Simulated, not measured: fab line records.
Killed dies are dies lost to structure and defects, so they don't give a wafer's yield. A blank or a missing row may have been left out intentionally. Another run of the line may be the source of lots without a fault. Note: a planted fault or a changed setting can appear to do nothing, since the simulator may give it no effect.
One fault seen from 2 desks / flow gf180mcu / numbers are kept per desk, each desk with only its own; the story behind them comes last

THE METROLOGY DESK
What the gauges read, lot by lot, whatever tool the lot ran on: means of the sampled wafers that have a number. If a lot's mean is further than 4 standard deviations from the usual mean, the lot is out of limits and carries the mark OUT (the distance appears in the brackets).
Columns: A = V5_OVL at GF_V5_OVL_MEAS_15, usual 3 nm
lot=L272; first seen here=day 27 09:23; A=4
lot=L271; first seen here=day 27 12:34; A=1
lot=L273; first seen here=day 27 20:30; A=4
lot=L274; first seen here=day 28 08:42; A=3
lot=L275; first seen here=day 28 14:04; A=-6
lot=L278; first seen here=day 29 06:33; A=4
lot=L279; first seen here=day 29 20:47; A=5
lot=L280; first seen here=day 29 21:34; A=4
lot=L281; first seen here=day 30 01:34; A=8
lot=L282; first seen here=day 30 08:34; A=7
lot=L283; first seen here=day 30 13:49; A=-7
lot=L284; first seen here=day 30 19:43; A=8
lot=L294; first seen here=day 33 15:32; A=11
Result from this desk: across the 13 lots, nothing is out of limits.

TOOL OWNER'S DESK, wet_bench-01
The tool's own readings at GF_TOP_METAL_STRIP_18 (strips in post etch residue remover, time 1200 s): means of the sampled wafers that have a number, for each lot that ran on this tool. If a lot's mean is further than 4 standard deviations from the usual mean, the lot is out of limits and carries the mark OUT (the distance appears in the brackets).
Columns: A = temp_c at GF_TOP_METAL_STRIP_18, usual 72.52 C
lot=L272; first seen here=day 28 07:23; A=72.43
lot=L271; first seen here=day 28 10:17; A=72.23
lot=L278; first seen here=day 30 03:50; A=72.75
lot=L279; first seen here=day 30 17:43; A=72.54
lot=L280; first seen here=day 30 18:22; A=72.71
lot=L282; first seen here=day 31 03:58; A=72.56
lot=L283; first seen here=day 31 09:29; A=71.87 (-4.6) OUT
Finding of this desk: L283 out of limits; the first was L283 at day 31 09:29, on temp_c at GF_TOP_METAL_STRIP_18. Within limits: L272, L271, L278, L279, L280, L282.

ALL TOGETHER
An alarm could have come from the tool owner's desk at day 31 09:29, on L283.
Nothing out of limits was seen by the metrology desk.
The metrology desk has L283 on record, within its limits.
Of the lots named, all ran GF_TOP_METAL_STRIP_18 on wet_bench-01.

WHAT THE SIMULATOR PUT IN
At GF_TOP_METAL_STRIP_18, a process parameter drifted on wet_bench-01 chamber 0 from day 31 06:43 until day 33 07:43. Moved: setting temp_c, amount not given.
Shown lots that were struck: L283.
Hours from the fault's start to each desk's first reading out of limits: the tool owner's desk, 3.
